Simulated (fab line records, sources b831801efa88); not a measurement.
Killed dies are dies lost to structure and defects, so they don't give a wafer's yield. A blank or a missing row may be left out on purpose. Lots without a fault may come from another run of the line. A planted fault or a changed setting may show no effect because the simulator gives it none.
A struck lot beside a sound one | flow sky130 | 15 steps out of a route of 708
Sound: wafers L894.3, L894.4, L894.5. Struck: wafers L904.1, L904.2, L904.3. The cause comes at the end.
At each step with rows: each side's tool, then ch and its chambers, then its first start. Under that, the readings that differ: sound wafers | struck wafers | difference of the means | sigmas: that difference in standard deviations of wafers without a fault.
alike: readings whose means differ by less than 2 such deviations, and words and numbers that are the same on both sides. not compared: withheld readings, readings that some wafer has no value for, bounds like >300 that may hide the same value, and numbers for which the record gives no deviation and whose values overlap.
The two part at a step that has a row with sigmas, a row that says differs or no value, or rows on one side only. Numbers that don't overlap but have no deviation are shown without sigmas and don't part them. A reading that every wafer of one side lacks parts them only if that side has two wafers or more.

SKY_VIA2_OVL_MEAS_13:
  sound on overlay-02, day 35 23:25; struck on overlay-01, day 39 16:48
  alike: VIA2_OVL
SKY_VIA2_ETCH_14: etches BARC in N2/H2, stops on SiO2, time 45.9 s, target depth 60 nm.
  sound on rie_diel-03 ch 0,1,3, day 35 23:26; struck on rie_diel-04 ch 1,2,3, day 39 16:50
  alike: drypump_motor_current_A, oes_product_au, throttle_valve_pct
  not compared: rf_hours_counter_h
SKY_VIA2_ETCH_15: etches SiO2 in C4F8/O2/Ar, stops on TiN, target depth 546 nm, time 84 s.
  sound on rie_diel-03 ch 0,1,3, day 35 23:29; struck on rie_diel-04 ch 1,2,3, day 39 16:53
  alike: oes_product_au
  not compared: rf_hours_counter_h
SKY_VIA2_STRIP_16: strips in O2/N2.
  sound on plasma_asher-03 ch 0,1, day 35 23:34; struck on plasma_asher-03 ch 0,1, day 39 16:56
  alike: drypump_motor_current_A, oes_product_au, strip_time_to_endpoint_s
  not compared: rf_hours_counter_h
then, 5 steps without rows for these wafers: SKY_VIA2_STRIP_17 (strips in post etch residue remover, time 1200 s); SKY_VIA2_CLEAN_18 (cleans in IPA, time 180 s); SKY_VIA2_CLEAN_19 (cleans in O3/DIW); SKY_VIA2_SPUTTER_20 (material TiN, target thk 20 nm, time 80 s); SKY_VIA2_CVD_21 (deposits W, target thk 420 nm, time 126.4 s).
SKY_VIA2_RS_MEAS_22: measures by four-point-probe.
  sound on film_metro-02, day 36 00:22; struck on film_metro-02, day 39 17:47
  alike: VIA2_W_RS
SKY_VIA2_THK_MEAS_23: measures by xrf.
  sound on film_metro-02, day 36 00:28; struck on film_metro-02, day 39 17:55
  alike: VIA2_W_THK
SKY_VIA2_CMP_24: polishes, stops on SiO2, t overpolish 20 s, target thk 0 nm.
  sound on cmp-01 ch 0,3, day 36 00:30; struck on cmp-02 ch 0,1,2, day 39 17:58
  alike: motor_current_A, overpolish_run_s, time_to_endpoint_s
SKY_METAL3_SPUTTER_00: material Ti, target thk 15 nm, time 10 s.
  sound on pvd_sputter-02, day 36 00:48; struck on pvd_sputter-02, day 39 18:16
  reading                                   | sound             | struck            | difference | sigmas
  model.Ti_of_METAL3_SPUTTER_00.thk_nm (nm) | 14.89 14.88 14.88 | 14.02 13.94 13.96 | -0.91      |
  alike: throttle_valve_pct
SKY_METAL3_SPUTTER_01: material TiN, target thk 20 nm, time 16.7 s.
  sound on pvd_sputter-02, day 36 00:50; struck on pvd_sputter-02, day 39 18:17
  alike: throttle_valve_pct
-- the record jumps here: 9 days lie between the struck wafers' starts before and after (it left off in module METAL3 and takes up again in module PAD_OPEN, whose first step shown is number 708 of the route) --
SKY_PAD_OPEN_PROBE_99:
  the record has rows for the struck wafers here (prober-02, day 48 10:49) and none for the sound ones

WHERE THEY PART
Only at SKY_PAD_OPEN_PROBE_99, within this record.

WHY: what the simulator had put in
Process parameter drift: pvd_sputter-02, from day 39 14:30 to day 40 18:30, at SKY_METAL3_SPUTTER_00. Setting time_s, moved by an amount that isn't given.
